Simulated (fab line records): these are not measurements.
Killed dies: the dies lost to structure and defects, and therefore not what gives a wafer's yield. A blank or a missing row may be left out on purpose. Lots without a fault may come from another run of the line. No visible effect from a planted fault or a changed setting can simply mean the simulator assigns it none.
Struck lot and sound lot, side by side || flow sfq line || 14 steps out of a route of 325
Sound: the wafers L200.3, L200.4, L200.6. Struck: wafer L218.3. (L218.2, L218.4 of the same lot were not struck and are left out.) The cause comes at the end.
For every step that has rows: the tool of each side, followed by ch and its chambers, followed by its first start. Under that, the readings that differ: sound wafers || struck wafers || difference of the means || sigmas: that difference in standard deviations of wafers without a fault.
alike: same words and numbers on both sides, and readings whose means sit less than 2 such deviations apart. not compared: any withheld reading, any reading some wafer has no value for, any bound like >300 that may hide the same value, and any number with overlapping values for which the record gives no deviation.
A row with sigmas, a row that says differs or no value, or rows on one side alone: a step with any of these is where the two part. When numbers do not overlap yet have no deviation, they are printed without sigmas and do not part them. A reading missing from all wafers of one side parts the sides only when that side holds two or more wafers.

SFQ_TRILAYER_JJ_CE_BARC_OPEN_RIE_150: chemistry O2, target BARC, target depth 240 nm, time 80 s.
  sound on rie metal-04 ch 0,1, day 65 12:12; struck on rie metal-04 ch 1, day 72 02:41
  alike: chamber pressure mTorr, drypump motor current A, oes product au
  not compared: rf hours counter h
SFQ_TRILAYER_JJ_CE_ETCH_RIE_118: chemistry SF6, target Nb, stops on Al2O3, time 97.7 s, target depth 170 nm.
  sound on rie metal-04 ch 0,1, day 65 12:18; struck on rie metal-04 ch 1, day 72 02:46
{"reading": "oes product au (a.u.)", "sound": "0.988 0.983 0.983", "struck": 0.998, "difference": "+0.013", "sigmas": "+2"}
  alike: chamber pressure mTorr, drypump motor current A
  not compared: rf hours counter h
then, 1 step without rows for these wafers: SFQ_TRILAYER_JJ_ANODIZE_ANODIZE_119.
SFQ_TRILAYER_JJ_CE_STRIP_STRIP_120: strips in O2.
  sound on rie metal-03 ch 0,1, day 65 13:34; struck on rie metal-04 ch 1, day 72 03:22
{"reading": "drypump motor current A (A)", "sound": "4.8 5.6 4.9", "struck": 6.2, "difference": "+1.1", "sigmas": "+3"}
  alike: chamber pressure mTorr, oes product au, platen temp c
  not compared: rf hours counter h
then, 7 steps without rows for these wafers: SFQ_TRILAYER_JJ_CE_STRIP_SOLV_CLEAN_121 (cleans in NMP, time 600 s); SFQ_TRILAYER_M5_LITHO_COAT_128 (resist thk 62 nm); SFQ_TRILAYER_M5_LITHO_COAT_123 (resist thk 600 nm); SFQ_TRILAYER_M5_LITHO_SOFTBAKE_127; SFQ_TRILAYER_M5_LITHO_EXPOSE_124 (exposes mask M5, target cd 700 nm); SFQ_TRILAYER_M5_LITHO_PEB_126 (peb time 60 s); SFQ_TRILAYER_M5_LITHO_DEVELOP_125 (time 60 s).
-- the record jumps here: 5 days lie between the struck wafers' starts before and after --
SFQ_M5_OVL_MEAS_932:
  struck on overlay-02, day 77 03:34; sound on overlay-02, day 70 16:56
  alike: M5_OVL
SFQ_TRILAYER_M5_BARC_OPEN_METAL_ETCH_161: etches BARC in O2, target depth 125 nm, time 41.7 s.
  sound on rie metal-01 ch 0,1, day 70 16:58; struck on rie metal-03 ch 1, day 77 03:36
{"reading": "chamber pressure mTorr (mTorr)", "sound": "10.004 9.999 10.013", "struck": 8.000, "difference": -2.005, "sigmas": "-99 or more"}
  alike: drypump motor current A, oes product au
  not compared: rf hours counter h
SFQ_TRILAYER_M5_ETCH_METAL_ETCH_126: etches Nb in Cl2/BCl3, stops on SiO2, time 203.2 s, target depth 265 nm.
  sound on rie metal-01 ch 0,1, day 70 17:05; struck on rie metal-03 ch 1, day 77 03:40
  alike: chamber pressure mTorr, drypump motor current A, oes product au
  not compared: rf hours counter h

## WHERE THEY PART
First at SFQ_TRILAYER_JJ_CE_ETCH_RIE_118; last, within this record, at SFQ_TRILAYER_M5_BARC_OPEN_METAL_ETCH_161. Later steps at which nothing parts them and some readings are alike: SFQ_TRILAYER_M5_ETCH_METAL_ETCH_126.

WHY: what had been put in by the simulator
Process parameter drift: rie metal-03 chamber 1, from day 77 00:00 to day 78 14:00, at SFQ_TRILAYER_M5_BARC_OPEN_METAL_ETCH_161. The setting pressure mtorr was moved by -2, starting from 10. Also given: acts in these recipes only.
